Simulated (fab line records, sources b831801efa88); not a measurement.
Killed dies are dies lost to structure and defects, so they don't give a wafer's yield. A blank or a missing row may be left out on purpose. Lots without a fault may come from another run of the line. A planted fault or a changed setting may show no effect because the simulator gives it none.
Chamber matching | flow gf180mcu | GF_POLY_GATE_ETCH_12 on rie_diel-01: 4 sister chambers
The step etches BARC in N2/H2. 27 wafers are shown with their chamber, then 12 later ones without.

WAFERS WITH THEIR CHAMBER
wafer  | chamber | drypump_motor_current_A (A) | oes_product_au (a.u.) | throttle_valve_pct (%)
L074.1 | 0       | 6.3                         | 0.736                 | 13.211
L074.2 | 3       | 5.7                         | 0.734                 | 13.207
L074.3 | 1       | 4.7                         | 0.729                 | 13.222
L075.1 | 1       | 4.7                         | 0.728                 | 13.211
L075.2 | 0       | 6.3                         | 0.746                 | 13.212
L075.3 | 2       | 5.8                         | 0.730                 | 13.203
L079.2 | 0       | 6.3                         | 0.732                 | 13.216
L079.5 | 0       | 6.3                         | 0.740                 | 13.218
L079.6 | 3       | 5.7                         | 0.732                 | 13.225
L080.2 | 3       | 5.6                         | 0.732                 | 13.214
L080.3 | 0       | 6.3                         | 0.743                 | 13.192
L080.5 | 1       | 4.7                         | 0.742                 | 13.220
L081.1 | 2       | 5.8                         | 0.747                 | 13.214
L081.3 | 3       | 5.6                         | 0.731                 | 13.214
L081.5 | 2       | 5.7                         | 0.743                 | 13.204
L082.3 | 3       | 5.7                         | 0.733                 | 13.210
L082.4 | 2       | 5.7                         | 0.745                 | 13.220
L082.5 | 0       | 6.3                         | 0.733                 | 13.208
L084.2 | 3       | 5.7                         | 0.733                 | 13.207
L084.3 | 2       | 5.7                         | 0.730                 | 13.223
L084.4 | 0       | 6.3                         | 0.735                 | 13.215
L085.1 | 3       | 5.6                         | 0.735                 | 13.219
L085.2 | 0       | 6.3                         | 0.732                 | 13.227
L085.6 | 3       | 5.6                         | 0.740                 | 13.213
L087.1 | 1       | 4.7                         | 0.734                 | 13.212
L087.2 | 3       | 5.6                         | 0.733                 | 13.226
L087.5 | 0       | 6.3                         | 0.731                 | 13.202

SIGNATURES (means of the wafers above)
reading                 | chamber 0 | chamber 1 | chamber 2 | chamber 3 | scatter within a chamber
drypump_motor_current_A | 6.300     | 4.700     | 5.740     | 5.644     | 0.0386
oes_product_au          | 0.73644   | 0.73325   | 0.73900   | 0.73367   | 0.00547
throttle_valve_pct      | 13.21122  | 13.21625  | 13.21280  | 13.21500  | 0.00839
Rule: a wafer's distance from a chamber is the root of the sum, over the readings, of the square of ((its reading less the chamber's mean) divided by the reading's scatter). The wafer belongs to the nearest chamber; if the next one is less than 2 further off, it can't be placed. The scatter: the root of (the sum of the squares of (reading less its chamber's mean) over the shown wafers, divided by (wafers less chambers)).

WAFERS WITHOUT THEIR CHAMBER
wafer  | drypump_motor_current_A (A) | oes_product_au (a.u.) | throttle_valve_pct (%)
L089.2 | 6.3                         | 0.736                 | 13.216
L089.3 | 4.7                         | 0.734                 | 13.212
L089.4 | 5.7                         | 0.739                 | 13.218
L094.1 | 5.7                         | 0.732                 | 13.221
L094.3 | 5.7                         | 0.727                 | 13.208
L094.5 | 5.7                         | 0.740                 | 13.215
L095.2 | 6.3                         | 0.735                 | 13.223
L095.3 | 5.7                         | 0.733                 | 13.213
L095.4 | 5.7                         | 0.741                 | 13.224
L096.2 | 4.7                         | 0.730                 | 13.201
L096.5 | 4.7                         | 0.735                 | 13.212
L096.6 | 6.3                         | 0.741                 | 13.218

WHICH CHAMBER EACH WENT THROUGH
wafer  | from the rows above     | in truth
L089.2 | 0                       | 0
L089.3 | 1                       | 1
L089.4 | can't be placed: 2 or 3 | 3
L094.1 | can't be placed: 3 or 2 | 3
L094.3 | can't be placed: 3 or 2 | 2
L094.5 | can't be placed: 2 or 3 | 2
L095.2 | 0                       | 0
L095.3 | can't be placed: 3 or 2 | 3
L095.4 | can't be placed: 2 or 3 | 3
L096.2 | 1                       | 1
L096.5 | 1                       | 1
L096.6 | 0                       | 0
Placed correctly: 6 of 12. Can't be placed from these rows: 6 (the true chamber is among the candidates in 6). Placed wrongly: 0.
